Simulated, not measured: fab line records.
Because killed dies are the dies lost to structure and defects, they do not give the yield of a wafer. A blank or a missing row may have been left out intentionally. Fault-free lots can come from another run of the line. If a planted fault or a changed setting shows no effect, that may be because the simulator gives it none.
Check for tools in common / flow sky130 / 36 wafers sampled across 12 lots

## WHY THIS WAS OPENED
At SKY_VT_ADJUST_LVTN_TW_MEAS_21 the reading VT_ADJUST_LVTN_2_TW is flagged on 2 of 12 lots. No-fault wafers: 188.2, standard deviation 1.3.
Rule: flag the lot when none of its wafers has a number, or when each of its wafers that has one lies beyond 4 standard deviations from that mean. The other lots count as sound.

lot=L229; measured=day 7 14:02; on=filmMetro-03; VT_ADJUST_LVTN_2_TW, wafer by wafer=187.7 188.5 188.4; flag=
lot=L233; measured=day 8 17:59; on=filmMetro-02; VT_ADJUST_LVTN_2_TW, wafer by wafer=188.9 190.0 190.2; flag=
lot=L235; measured=day 9 11:09; on=filmMetro-02; VT_ADJUST_LVTN_2_TW, wafer by wafer=189.2 189.5 189.3; flag=
lot=L234; measured=day 9 12:51; on=filmMetro-03; VT_ADJUST_LVTN_2_TW, wafer by wafer=189.3 189.5 190.6; flag=
lot=L236; measured=day 9 19:48; on=filmMetro-03; VT_ADJUST_LVTN_2_TW, wafer by wafer=189.7 189.0 189.7; flag=
lot=L237; measured=day 10 00:59; on=filmMetro-03; VT_ADJUST_LVTN_2_TW, wafer by wafer=187.0 186.3 186.5; flag=
lot=L240; measured=day 10 23:12; on=filmMetro-03; VT_ADJUST_LVTN_2_TW, wafer by wafer=228.2 227.6 227.1; flag=FLAGGED
lot=L241; measured=day 11 03:41; on=filmMetro-04; VT_ADJUST_LVTN_2_TW, wafer by wafer=186.8 188.9 188.0; flag=
lot=L242; measured=day 11 08:21; on=filmMetro-03; VT_ADJUST_LVTN_2_TW, wafer by wafer=187.7 187.6 188.0; flag=
lot=L248; measured=day 13 04:26; on=filmMetro-02; VT_ADJUST_LVTN_2_TW, wafer by wafer=190.0 189.4 188.6; flag=
lot=L249; measured=day 13 10:23; on=filmMetro-03; VT_ADJUST_LVTN_2_TW, wafer by wafer=228.0 227.7 228.5; flag=FLAGGED
lot=L252; measured=day 14 04:19; on=filmMetro-04; VT_ADJUST_LVTN_2_TW, wafer by wafer=186.3 185.1 185.8; flag=
Average over the flagged lots: 227.8; offset from the usual +39.7, equal to +31 standard deviations.

## TOOL THAT RAN EACH LOT
Before the reading, the record contains 2 process steps out of a 708-step route. Cell contents, in order: the tool; ch with the chambers the sampled wafers went through; the start.
lot=L229; flag=; SKY_FIELD_ISO_ETCH_17=rieSi-02 ch 0,1,2, day 2 03:44; SKY_VT_ADJUST_LVTN_IMPLANT_19=implanter-04 ch 0, day 7 13:47
lot=L233; flag=; SKY_FIELD_ISO_ETCH_17=rieSi-01 ch 1,2,3, day 3 01:13; SKY_VT_ADJUST_LVTN_IMPLANT_19=implanter-02 ch 0, day 8 17:45
lot=L235; flag=; SKY_FIELD_ISO_ETCH_17=rieSi-01 ch 1,2,3, day 3 13:25; SKY_VT_ADJUST_LVTN_IMPLANT_19=implanter-01 ch 0, day 9 10:54
lot=L234; flag=; SKY_FIELD_ISO_ETCH_17=rieSi-02 ch 0,2,3, day 3 13:38; SKY_VT_ADJUST_LVTN_IMPLANT_19=implanter-01 ch 0, day 9 12:36
lot=L236; flag=; SKY_FIELD_ISO_ETCH_17=rieSi-01 ch 0,2,3, day 3 20:29; SKY_VT_ADJUST_LVTN_IMPLANT_19=implanter-04 ch 0, day 9 19:33
lot=L237; flag=; SKY_FIELD_ISO_ETCH_17=rieSi-01 ch 0,2,3, day 4 01:44; SKY_VT_ADJUST_LVTN_IMPLANT_19=implanter-02 ch 0, day 10 00:45
lot=L240; flag=FLAGGED; SKY_FIELD_ISO_ETCH_17=rieSi-02 ch 0,2,3, day 4 17:28; SKY_VT_ADJUST_LVTN_IMPLANT_19=implanter-01 ch 0, day 10 22:39
lot=L241; flag=; SKY_FIELD_ISO_ETCH_17=rieSi-01 ch 0,1,3, day 4 20:50; SKY_VT_ADJUST_LVTN_IMPLANT_19=implanter-04 ch 0, day 11 03:28
lot=L242; flag=; SKY_FIELD_ISO_ETCH_17=rieSi-02 ch 0,1,3, day 5 00:38; SKY_VT_ADJUST_LVTN_IMPLANT_19=implanter-01 ch 0, day 11 08:06
lot=L248; flag=; SKY_FIELD_ISO_ETCH_17=rieSi-01 ch 0,1,3, day 6 08:55; SKY_VT_ADJUST_LVTN_IMPLANT_19=implanter-04 ch 0, day 13 04:12
lot=L249; flag=FLAGGED; SKY_FIELD_ISO_ETCH_17=rieSi-01 ch 0,1, day 6 13:49; SKY_VT_ADJUST_LVTN_IMPLANT_19=implanter-01 ch 0, day 13 09:49
lot=L252; flag=; SKY_FIELD_ISO_ETCH_17=rieSi-02 ch 0,1,3, day 7 05:41; SKY_VT_ADJUST_LVTN_IMPLANT_19=implanter-04 ch 0, day 14 04:04
What these steps do:
- SKY_FIELD_ISO_ETCH_17: etches Si in HBr/Cl2/O2, target depth 342 nm, time 97.7 s.
- SKY_VT_ADJUST_LVTN_IMPLANT_19
- SKY_VT_ADJUST_LVTN_TW_MEAS_21

## FLAGGED OVER TOTAL, TOOL BY TOOL (the gauges that took the reading come last)
step=SKY_FIELD_ISO_ETCH_17; tool=rieSi-01; lots run=7; flagged=1; share of the flagged lots=some; sound lots run after its first flagged lot=0
step=SKY_FIELD_ISO_ETCH_17; tool=rieSi-02; lots run=5; flagged=1; share of the flagged lots=some; sound lots run after its first flagged lot=2 (L242,L252)
step=SKY_VT_ADJUST_LVTN_IMPLANT_19; tool=implanter-01; lots run=5; flagged=2; share of the flagged lots=all; sound lots run after its first flagged lot=1 (L242)
step=SKY_VT_ADJUST_LVTN_IMPLANT_19; tool=implanter-02; lots run=2; flagged=0; share of the flagged lots=none; sound lots run after its first flagged lot=-
step=SKY_VT_ADJUST_LVTN_IMPLANT_19; tool=implanter-04; lots run=5; flagged=0; share of the flagged lots=none; sound lots run after its first flagged lot=-
step=SKY_VT_ADJUST_LVTN_TW_MEAS_21; tool=filmMetro-02; lots run=3; flagged=0; share of the flagged lots=none; sound lots run after its first flagged lot=-
step=SKY_VT_ADJUST_LVTN_TW_MEAS_21; tool=filmMetro-03; lots run=7; flagged=2; share of the flagged lots=all; sound lots run after its first flagged lot=1 (L242)
step=SKY_VT_ADJUST_LVTN_TW_MEAS_21; tool=filmMetro-04; lots run=2; flagged=0; share of the flagged lots=none; sound lots run after its first flagged lot=-

## WHAT IS ALLOWED BY THE TABLE
Every flagged lot went through 2 rows of the table: implanter-01 at SKY_VT_ADJUST_LVTN_IMPLANT_19 and filmMetro-03 at SKY_VT_ADJUST_LVTN_TW_MEAS_21.
- implanter-01 at SKY_VT_ADJUST_LVTN_IMPLANT_19: 2 of its 5 lots flagged. Sound lots ran on it after the first flagged one (L242), which a lasting fault on the whole tool wouldn't allow.
- filmMetro-03 at SKY_VT_ADJUST_LVTN_TW_MEAS_21: 2 of its 7 lots flagged. Sound lots ran on it after the first flagged one (L242), which a lasting fault on the whole tool wouldn't allow.
No row of the table ran every flagged lot and no sound lot after the first.

## WHAT THE SIMULATOR HAD PUT IN
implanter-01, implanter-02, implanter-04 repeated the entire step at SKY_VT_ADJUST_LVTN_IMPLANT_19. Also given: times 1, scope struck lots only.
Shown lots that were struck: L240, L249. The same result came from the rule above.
